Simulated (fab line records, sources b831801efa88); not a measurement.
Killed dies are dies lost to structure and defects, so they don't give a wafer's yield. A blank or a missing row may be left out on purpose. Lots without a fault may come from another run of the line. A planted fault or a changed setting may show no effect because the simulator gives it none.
Tool commonality check | flow sky130 | 11 lots, 42 wafers sampled

WHY IT WAS OPENED
At SKY_SONOS_ONO_THK_MEAS_03 the reading SONOS_ONO_CVD_02_THK is flagged on 3 of 11 lots. Wafers without a fault read 10.12 nm, standard deviation 0.13.
Rule: a lot is flagged when every wafer of it that has a number lies more than 4 standard deviations from that mean, or none has a number. The other lots count as sound.

lot  | measured     | on            | SONOS_ONO_CVD_02_THK (nm), wafer by wafer | flag
L932 | day 12 14:28 | film_metro-01 | 10.02 10.07 10.13                         |
L933 | day 12 18:14 | film_metro-03 | 9.96 9.93 9.87                            |
L935 | day 13 08:01 | film_metro-03 | 10.04 10.11 10.16                         |
L936 | day 14 01:07 | film_metro-02 | 10.22 10.11 10.07                         |
L937 | day 14 07:20 | film_metro-02 | 10.21 10.27 10.39                         |
L939 | day 15 00:44 | film_metro-01 | 10.17 9.92 10.14                          |
L941 | day 15 20:33 | film_metro-02 | 10.11 10.10 10.26                         |
L945 | day 16 21:45 | film_metro-01 | 10.01 9.99 10.16                          |
L950 | day 18 11:55 | film_metro-03 | 7.39 7.59 7.39 7.40 7.57 7.45             | FLAGGED
L951 | day 18 22:22 | film_metro-02 | 7.41 7.50 7.34 7.46 7.48 7.33             | FLAGGED
L952 | day 19 06:17 | film_metro-03 | 7.44 7.45 7.51 7.38 7.49 7.64             | FLAGGED
The numbers of the flagged lots are 7.46 nm on average: -2.66 nm against the usual, or -20 standard deviations.

WHICH TOOL RAN EACH LOT
The record holds 2 process steps before the reading, out of a route of 708 steps. In each cell: the tool, then ch and the chambers that the sampled wafers went through, then the start.
lot  | flag    | SKY_DNWELL_STRIP_08                 | SKY_SONOS_ONO_CVD_02
L932 |         | plasma_asher-01 ch 0,1, day 3 20:51 | lpcvd-02 ch 1, day 12 12:53
L933 |         | plasma_asher-04 ch 1, day 4 02:39   | lpcvd-02 ch 1, day 12 17:11
L935 |         | plasma_asher-04 ch 0,1, day 4 11:19 | lpcvd-02 ch 1, day 13 06:57
L936 |         | plasma_asher-04 ch 0,1, day 4 18:32 | lpcvd-02 ch 0, day 14 00:03
L937 |         | plasma_asher-02 ch 0,1, day 4 23:11 | lpcvd-02 ch 1, day 14 06:16
L939 |         | plasma_asher-04 ch 0,1, day 5 08:27 | lpcvd-02 ch 1, day 14 23:41
L941 |         | plasma_asher-01 ch 0, day 6 03:54   | lpcvd-02 ch 0, day 15 19:29
L945 |         | plasma_asher-01 ch 0,1, day 6 19:48 | lpcvd-02 ch 1, day 16 20:42
L950 | FLAGGED | plasma_asher-04 ch 0,1, day 7 22:44 | lpcvd-02 ch 0, day 18 10:50
L951 | FLAGGED | plasma_asher-04 ch 0,1, day 8 05:22 | lpcvd-02 ch 1, day 18 21:17
L952 | FLAGGED | plasma_asher-01 ch 0,1, day 8 11:18 | lpcvd-02 ch 1, day 19 05:13
What these steps do:
- SKY_DNWELL_STRIP_08: strips in O2/N2.
- SKY_SONOS_ONO_CVD_02: deposits Si3N4 from DCS/NH3, target thk 10.5 nm, time 175 s.
- SKY_SONOS_ONO_THK_MEAS_03

FLAGGED OVER TOTAL, TOOL BY TOOL (the gauges that took the reading come last)
step                      | tool            | lots run | flagged | share of the flagged lots | sound lots run after its first flagged lot
SKY_DNWELL_STRIP_08       | plasma_asher-01 | 4        | 1       | some                      | 0
SKY_DNWELL_STRIP_08       | plasma_asher-02 | 1        | 0       | none                      | -
SKY_DNWELL_STRIP_08       | plasma_asher-04 | 6        | 2       | some                      | 0
SKY_SONOS_ONO_CVD_02      | lpcvd-02        | 11       | 3       | all                       | 0
SKY_SONOS_ONO_THK_MEAS_03 | film_metro-01   | 3        | 0       | none                      | -
SKY_SONOS_ONO_THK_MEAS_03 | film_metro-02   | 4        | 1       | some                      | 0
SKY_SONOS_ONO_THK_MEAS_03 | film_metro-03   | 4        | 2       | some                      | 0

WHAT THE TABLE ALLOWS
1 row of the table ran every flagged lot: lpcvd-02 at SKY_SONOS_ONO_CVD_02.
- lpcvd-02 at SKY_SONOS_ONO_CVD_02: 3 of its 11 lots flagged. Its last sound lot is L945 (day 16 20:42), its first flagged lot L950 (day 18 10:50): a fault that began between those two fits.
One tool is left: lpcvd-02 at SKY_SONOS_ONO_CVD_02.

WHAT THE SIMULATOR HAD PUT IN
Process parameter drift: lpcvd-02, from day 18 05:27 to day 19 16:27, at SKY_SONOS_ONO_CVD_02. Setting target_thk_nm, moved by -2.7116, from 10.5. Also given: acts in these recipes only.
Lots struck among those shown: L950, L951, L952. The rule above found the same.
